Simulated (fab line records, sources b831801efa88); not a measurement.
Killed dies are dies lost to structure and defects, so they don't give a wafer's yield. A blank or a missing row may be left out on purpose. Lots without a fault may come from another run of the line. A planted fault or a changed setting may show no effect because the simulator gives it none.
A struck lot beside a sound one | flow sky130 | 15 steps out of a route of 708
Sound: wafers L705.2, L705.3, L705.4. Struck: wafers L688.1, L688.5, L688.6. The cause comes at the end.
At each step with rows: each side's tool, then ch and its chambers, then its first start. Under that, the readings that differ: sound wafers | struck wafers | difference of the means | sigmas: that difference in standard deviations of wafers without a fault.
alike: readings whose means differ by less than 2 such deviations, and words and numbers that are the same on both sides. not compared: withheld readings, readings that some wafer has no value for, bounds like >300 that may hide the same value, and numbers for which the record gives no deviation and whose values overlap.
The two part at a step that has a row with sigmas, a row that says differs or no value, or rows on one side only. Numbers that don't overlap but have no deviation are shown without sigmas and don't part them. A reading that every wafer of one side lacks parts them only if that side has two wafers or more.

first, 4 steps without rows for these wafers: SKY_LDD_LDN_SOFTBAKE_03 (time 60 s); SKY_LDD_LDN_EXPOSE_04 (exposes mask LDNTM, target cd 700 nm); SKY_LDD_LDN_PEB_05; SKY_LDD_LDN_DEVELOP_06 (develop time 60 s).
SKY_LDD_LDN_OVL_MEAS_07:
  sound on overlay-02, day 30 07:23; struck on overlay-02, day 23 12:56
  alike: LDD_LDN_OVL
then, 4 steps without rows for these wafers: SKY_LDD_LDN_IMPLANT_08; SKY_LDD_LDN_IMPLANT_09; SKY_LDD_LDN_IMPLANT_10; SKY_LDD_LDN_IMPLANT_11.
SKY_LDD_LDN_STRIP_12: strips in O2/N2.
  sound on plasma_asher-01 ch 0,1, day 30 08:01; struck on plasma_asher-01 ch 0,1, day 23 13:34
  alike: drypump_motor_current_A, o2_flow_sccm, oes_product_au, strip_time_to_endpoint_s
  not compared: rf_hours_counter_h
SKY_LDD_LDN_TW_MEAS_13:
  sound on film_metro-03, day 30 08:08; struck on film_metro-03, day 23 13:40
  alike: LDD_LDN_TW
then, 1 step without rows for these wafers: SKY_LDD_LDN_CLEAN_14 (cleans in SC1/SC2, time 150 s).
SKY_SPACER_CVD_00: deposits Si3N4 from DCS/NH3, target thk 43.1 nm, time 740 s.
  sound on lpcvd-02 ch 1, day 30 09:23; struck on lpcvd-02 ch 0, day 23 15:56
  reading                                  | sound             | struck            | difference | sigmas
  spike_tc_bottom_C (C)                    | 785.9 786.1 785.9 | 841.4 842.4 842.0 | +56.0      | +24
  spike_tc_centre_C (C)                    | 769.7 769.4 768.8 | 824.3 823.0 823.1 | +54.2      | +45
  spike_tc_lower_C (C)                     | 774.1 771.9 773.5 | 823.4 822.8 820.1 | +48.9      | +41
  spike_tc_top_C (C)                       | 784.1 782.3 783.1 | 832.9 833.4 832.5 | +49.8      | +45
  spike_tc_upper_C (C)                     | 771.9 770.4 770.5 | 820.8 821.1 821.8 | +50.3      | +39
  susceptor_temp_C (C)                     | 769.5 769.6 770.1 | 822.1 822.0 821.5 | +52.1      | +99 or more
  zone_power_bottom_pct (%)                | 17.5 17.4 17.6    | 22.6 22.0 21.8    | +4.6       | +6
  zone_power_centre_pct (%)                | 13.89 13.90 13.89 | 15.73 15.33 15.81 | +1.73      | +10
  zone_power_lower_pct (%)                 | 12.66 12.80 12.70 | 14.21 14.37 14.54 | +1.65      | +11
  zone_power_top_pct (%)                   | 27.7 27.3 27.4    | 31.4 31.4 32.0    | +4.1       | +6
  zone_power_upper_pct (%)                 | 11.4 11.5 11.5    | 14.9 15.0 14.7    | +3.4       | +4
  model.Si3N4_of_SPACER_CVD_00.thk_nm (nm) | 42.78 42.54 42.81 | 75.48 75.46 76.21 | +33.01     |
SKY_SPACER_THK_MEAS_01:
  sound on film_metro-04, day 30 10:36; struck on film_metro-01, day 23 17:58
  reading                | sound          | struck         | difference | sigmas
  SPACER_CVD_00_THK (nm) | 42.8 42.6 42.8 | 75.4 75.5 76.2 | +33.0      | +77
  not compared: hold
SKY_PAD_OPEN_PROBE_99:
  the record has rows for the sound wafers here (prober-01, day 50 17:09) and none for the struck ones

WHERE THEY PART
First at SKY_SPACER_CVD_00; last, within this record, at SKY_PAD_OPEN_PROBE_99.

WHY: what the simulator had put in
Process parameter drift: lpcvd-02, from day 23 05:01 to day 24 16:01, at SKY_SPACER_CVD_00. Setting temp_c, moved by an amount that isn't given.
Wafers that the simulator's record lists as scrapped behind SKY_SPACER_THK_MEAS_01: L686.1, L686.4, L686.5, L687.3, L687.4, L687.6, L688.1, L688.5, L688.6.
